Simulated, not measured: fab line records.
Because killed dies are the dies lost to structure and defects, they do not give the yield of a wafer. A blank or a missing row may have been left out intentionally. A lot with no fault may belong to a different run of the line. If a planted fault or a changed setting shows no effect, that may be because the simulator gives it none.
A lot that was struck, set against a sound lot :: flow sky130 :: 32 steps out of a route of 708
Sound: these wafers, L306.1, L306.3, L306.6. Struck: wafers L316.3, L316.4, L316.6. The cause is named last.
For every step that has rows: the tool of each side, followed by ch and its chambers, followed by its first start. Under that, the readings that differ: sound wafers :: struck wafers :: difference of the means :: sigmas: that difference in standard deviations of wafers without a fault.
alike: readings with means less than 2 such deviations apart, plus words and numbers identical on both sides. not compared: withheld readings, readings lacking a value on some wafer, bounds such as >300 that could conceal the same value, and numbers that have no deviation in the record and whose values overlap.
The two part at a step that has a row with sigmas, a row that says differs or no value, or rows on one side only. When numbers do not overlap yet have no deviation, they are printed without sigmas and do not part them. A reading missing from all wafers of one side parts the sides only when that side holds two or more wafers.

SKY_PWDE_OVL_MEAS_07:
  sound on overlay-02, day 6 00:10; struck on overlay-01, day 8 11:36
  alike: PWDE_OVL
next, for these wafers, 1 step has no rows: SKY_PWDE_IMPLANT_08.
SKY_PWDE_STRIP_09: strips in O2/N2.
  sound on plasma-asher-01 ch 0,1, day 6 00:20; struck on plasma-asher-02 ch 0,1, day 8 11:49
  alike: drypump-motor-current-A, oes-product-au, strip-time-to-endpoint-s
  not compared: rf-hours-counter-h
SKY_PWDE_TW_MEAS_10:
  sound on film-metro-02, day 6 00:26; struck on film-metro-04, day 8 11:53
  alike: PWDE_TW
then, 7 steps without rows for these wafers: SKY_NWELL_DEHYDRATE_03 (time 60 s); SKY_NWELL_HMDS_04 (prime time 60 s); SKY_NWELL_COAT_05 (resist thk 3000 nm); SKY_NWELL_SOFTBAKE_06; SKY_NWELL_EXPOSE_07 (exposes mask NWM, target cd 840 nm); SKY_NWELL_PEB_08; SKY_NWELL_DEVELOP_09 (develop time 60 s).
SKY_NWELL_OVL_MEAS_10:
  sound on overlay-01, day 6 18:49; struck on overlay-01, day 9 08:47
  alike: NWELL_00_OVL
SKY_NWELL_IMPLANT_11:
  sound on implanter-03 ch 0, day 6 18:50; struck on implanter-04 ch 0, day 9 08:52
reading: beam-energy-keV
sound: 400.18 400.09 399.96
struck: 349.88 350.10 349.98
difference: -50.09
sigmas: -99 or more

reading: model.implant.rp-nm (nm)
sound: 504.5 504.5 504.5
struck: 427 427 427
difference: -78
sigmas: 

reading: model.implant.drp-nm (nm)
sound: 116.9 116.9 116.9
struck: 108.8 108.8 108.8
difference: -8.1
sigmas: 
then, 2 steps without rows for these wafers: SKY_NWELL_IMPLANT_12; SKY_NWELL_IMPLANT_13.
SKY_NWELL_STRIP_14: strips in O2/N2.
  sound on plasma-asher-04 ch 0,1, day 6 19:17; struck on plasma-asher-01 ch 0,1, day 9 09:17
  alike: drypump-motor-current-A, oes-product-au, strip-time-to-endpoint-s
  not compared: rf-hours-counter-h
SKY_NWELL_TW_MEAS_15:
  sound on film-metro-02, day 6 19:23; struck on film-metro-02, day 9 09:23
  alike: NWELL_TW
then, 7 steps without rows for these wafers: SKY_NWELL_DEHYDRATE_16 (time 60 s); SKY_NWELL_HMDS_17 (prime time 60 s); SKY_NWELL_COAT_18 (resist thk 3000 nm); SKY_NWELL_SOFTBAKE_19; SKY_NWELL_EXPOSE_20 (exposes mask NWM COMPLEMENT, target cd 840 nm); SKY_NWELL_PEB_21; SKY_NWELL_DEVELOP_22 (develop time 60 s).
SKY_NWELL_OVL_MEAS_23:
  sound on overlay-02, day 7 14:35; struck on overlay-01, day 10 06:54
  alike: NWELL_01_OVL
next, for these wafers, 1 step has no rows: SKY_NWELL_IMPLANT_24.
SKY_NWELL_STRIP_25: strips in O2/N2.
  sound on plasma-asher-03 ch 0,1, day 7 14:46; struck on plasma-asher-04 ch 0,1, day 10 07:07
  alike: drypump-motor-current-A, oes-product-au, strip-time-to-endpoint-s
  not compared: rf-hours-counter-h
SKY_NWELL_TW_MEAS_26:
  sound on film-metro-02, day 7 14:53; struck on film-metro-02, day 10 07:11
  alike: NWELL_2_TW
then, 1 step without rows for these wafers: SKY_NWELL_CLEAN_27 (cleans in SC1/SC2, time 150 s).
SKY_NWELL_RTA_28: time 30 s.
  sound on rtp-anneal-02 ch 0, day 7 15:00; struck on rtp-anneal-02 ch 0, day 10 07:19
  alike: lamp-power-pct, ramp-up-c-per-s, wafer_temp_C_max
SKY_NWELL_RS_MEAS_29: uses a four-point probe to measure.
  sound on film-metro-04, day 7 15:06; struck on film-metro-04, day 10 07:25
reading: NWELL_RS (ohm/sq)
sound: 627.8 626.1 624.8
struck: 648.8 646.6 645.5
difference: +20.7
sigmas: +12
-- the record jumps here: 40 days lie between the struck wafers' starts before and after (it left off in module NWELL and takes up again in module PAD_OPEN, whose first step shown is number 708 of the route) --
SKY_PAD_OPEN_PROBE_99:
  sound on prober-02, day 48 01:12; struck on prober-01, day 50 11:14
reading: model.etest.pfet_16v.r-on-ohm-um
sound: 1.515e+04 1.479e+04 1.493e+04
struck: 1.62e+04 1.622e+04 1.596e+04
difference: +1.17e+03
sigmas: 

reading: model.etest.res-nwell.line-ohm-um
sound: 1112 1099 1091
struck: 1720 1746 1652
difference: +605
sigmas: 

reading: model.etest.nfet_16v.r-on-ohm-um
sound: 1.425e+04 1.426e+04 1.414e+04
struck: 1.401e+04 1.386e+04 1.373e+04
difference: -3.500e+02
sigmas: 

reading: model.etest.res-nwell.rs-ohm-sq
sound: 930.7 912.6 906.1
struck: 1395 1407 1318
difference: +457
sigmas: 

reading: model.etest.pfet-g5v0d10v5.r-on-ohm-um
sound: 4699 4666 4632
struck: 4986 4881 4952
difference: +274
sigmas: 

reading: model.etest.tip_p_5v.rs-ohm-sq
sound: 2827 2845 2832
struck: 3044 3010 3010
difference: +187
sigmas: 

reading: model.etest.res-iso-pwell.width-nm (nm)
sound: 2646 2658 2642
struck: 2696 2694 2682
difference: +42
sigmas: 

reading: model.etest.res-nwell.width-nm (nm)
sound: 836.5 836.3 837.4
struck: 801.8 805.8 801.9
difference: -33.6
sigmas: 
  alike: killed_at_M0_to_M3, killed_at_M4_up, killed-at-contacts, killed-at-front-end, killed-at-other, killed-dies, killed-open, killed-short

## WHERE THEY PART
At SKY_NWELL_IMPLANT_11 first; at SKY_NWELL_RS_MEAS_29 last (within this record only). Later steps at which nothing parts them and some readings are alike: SKY_PAD_OPEN_PROBE_99.

WHY: the cause the simulator had injected
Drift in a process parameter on implanter-04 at SKY_NWELL_IMPLANT_11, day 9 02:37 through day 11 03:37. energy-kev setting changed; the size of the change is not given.
